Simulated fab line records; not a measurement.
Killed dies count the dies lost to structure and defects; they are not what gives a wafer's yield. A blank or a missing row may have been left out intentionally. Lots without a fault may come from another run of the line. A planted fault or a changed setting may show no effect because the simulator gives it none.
2 desks looking at one fault / flow gf180mcu / what lay behind the numbers comes last; until then each desk has only its own

== THE METROLOGY DESK ==
Means of the sampled wafers that have a number, per lot and without regard to the tool the lot ran on: this is what the gauges read. A lot is out of limits, marked OUT, if its mean lies more than 4 standard deviations from the usual mean; the brackets give that distance.
Columns: A = CONTACT_OVL at GF_CONTACT_OVL_MEAS_15, usual -3 nm
lot=L848; first seen here=day 16 02:58; A=-5
lot=L849; first seen here=day 16 15:37; A=-0
lot=L853; first seen here=day 18 00:57; A=-1
lot=L854; first seen here=day 19 00:09; A=-11
lot=L855; first seen here=day 19 03:51; A=0
lot=L860; first seen here=day 21 01:29; A=4
lot=L861; first seen here=day 21 10:34; A=-5
lot=L863; first seen here=day 21 16:27; A=-7
lot=L865; first seen here=day 22 11:31; A=-6
lot=L867; first seen here=day 23 12:49; A=-3
lot=L869; first seen here=day 23 23:40; A=1
lot=L868; first seen here=day 24 00:18; A=-7
lot=L870; first seen here=day 24 21:11; A=4
This desk's verdict: no lot among the 13 shows anything out of limits.

== FOR THE TOOL OWNER'S DESK: lithoTrack-03 ==
At GF_M1_SOFTBAKE_10 (time 60 s), the tool's own readings, given per lot that ran on this tool as the mean of the sampled wafers with a number. A lot is out of limits, marked OUT, if its mean lies more than 4 standard deviations from the usual mean; the brackets give that distance.
Columns: A = runLengthS at GF_M1_SOFTBAKE_10, usual 89.33 s
lot=L848; first seen here=day 16 15:48; A=89.40
lot=L853; first seen here=day 18 13:56; A=100.42 (+79) OUT
lot=L854; first seen here=day 19 14:15; A=100.34 (+79) OUT
lot=L863; first seen here=day 22 04:54; A=89.44
lot=L865; first seen here=day 23 00:22; A=89.40
lot=L869; first seen here=day 24 12:22; A=89.59
lot=L870; first seen here=day 25 09:07; A=89.35
This desk's finding: out of limits on L853, L854; first on L853, day 18 13:56 (runLengthS at GF_M1_SOFTBAKE_10). In limits: L848, L863, L865, L869, L870.

== BROUGHT TOGETHER ==
An alarm could have come from the tool owner's desk at day 18 13:56, on L853, L854.
Nothing out of limits was seen by the metrology desk.
The metrology desk has L853, L854 on record, within its limits.
All the named lots went through GF_M1_SOFTBAKE_10 on lithoTrack-03.

== WHAT THE SIMULATOR HAD INSERTED ==
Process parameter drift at GF_M1_SOFTBAKE_10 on lithoTrack-03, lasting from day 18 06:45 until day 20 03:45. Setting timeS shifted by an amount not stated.
Shown lots that were struck: L853, L854.
Hours from the fault's start to each desk's first reading out of limits: the tool owner's desk, 7.
